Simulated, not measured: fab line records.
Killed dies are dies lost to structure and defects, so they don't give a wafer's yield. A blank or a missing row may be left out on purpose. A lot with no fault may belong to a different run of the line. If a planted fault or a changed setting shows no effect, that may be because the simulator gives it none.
A single fault, viewed from 2 desks / flow gf180mcu / what lay behind the numbers comes last; until then each desk has only its own

## AT THE METROLOGY DESK
What the gauges read, lot by lot, whatever tool the lot ran on: means of the sampled wafers that have a number. A lot is out of limits, marked OUT, if its mean lies more than 4 standard deviations from the usual mean; the brackets give that distance.
Columns: A = PASSIVATION_BOW at GF_PASSIVATION_BOW_MEAS_14, usual 138 um
lot=L140; first seen here=day 28 22:04; A=136
lot=L141; first seen here=day 29 15:28; A=146
lot=L142; first seen here=day 29 18:08; A=149
lot=L145; first seen here=day 31 01:16; A=146
lot=L147; first seen here=day 31 05:34; A=134
lot=L148; first seen here=day 31 13:40; A=140
lot=L154; first seen here=day 33 01:31; A=130
lot=L156; first seen here=day 33 11:27; A=130
lot=L158; first seen here=day 33 23:53; A=136
lot=L159; first seen here=day 34 00:50; A=143
lot=L161; first seen here=day 34 12:28; A=147
lot=L162; first seen here=day 34 18:29; A=139
Finding of this desk: none of the 12 lots has anything out of limits.

## AT THE TOOL OWNER'S DESK: rie-metal-03
The tool's own readings at GF_M1_METAL_ETCH_16 (etches the open film in Cl2/BCl3, stops on SiO2, target depth 750.8 nm, time 125.1 s): means of the sampled wafers that have a number, for each lot that ran on this tool. A lot is out of limits, marked OUT, if its mean lies more than 4 standard deviations from the usual mean; the brackets give that distance.
Columns: A = drypump-motor-current-A at GF_M1_METAL_ETCH_16, usual 5.6 A; B = mfc-cl2-sccm at GF_M1_METAL_ETCH_16, usual 79.99 sccm; C = oes-product-au at GF_M1_METAL_ETCH_16, usual 0.990 a.u.; D = throttle-valve-pct at GF_M1_METAL_ETCH_16, usual 28.229 %
lot=L140; first seen here=day 16 22:20; A=5.3; B=80.10; C=0.994; D=28.223
lot=L141; first seen here=day 17 19:13; A=5.7; B=79.93; C=0.995; D=28.230
lot=L145; first seen here=day 19 11:38; A=5.3; B=80.10; C=0.995; D=28.222
lot=L147; first seen here=day 19 20:37; A=5.7; B=80.11; C=0.992; D=28.225
lot=L148; first seen here=day 20 05:50; A=5.7; B=79.97; C=0.991; D=28.227
lot=L158; first seen here=day 23 19:02; A=5.3; B=80.33; C=0.996; D=28.218
lot=L159; first seen here=day 23 23:30; A=4.8; B=79.74; C=0.993; D=28.228
lot=L162; first seen here=day 24 20:41; A=5.7; B=79.65; C=0.981; D=28.237
Finding of this desk: none of the 8 lots has anything out of limits.

## PUT TOGETHER
Nothing out of limits was seen by the metrology desk.
Nothing out of limits was seen by the tool owner's desk.

## WHAT THE SIMULATOR HAD PUT IN
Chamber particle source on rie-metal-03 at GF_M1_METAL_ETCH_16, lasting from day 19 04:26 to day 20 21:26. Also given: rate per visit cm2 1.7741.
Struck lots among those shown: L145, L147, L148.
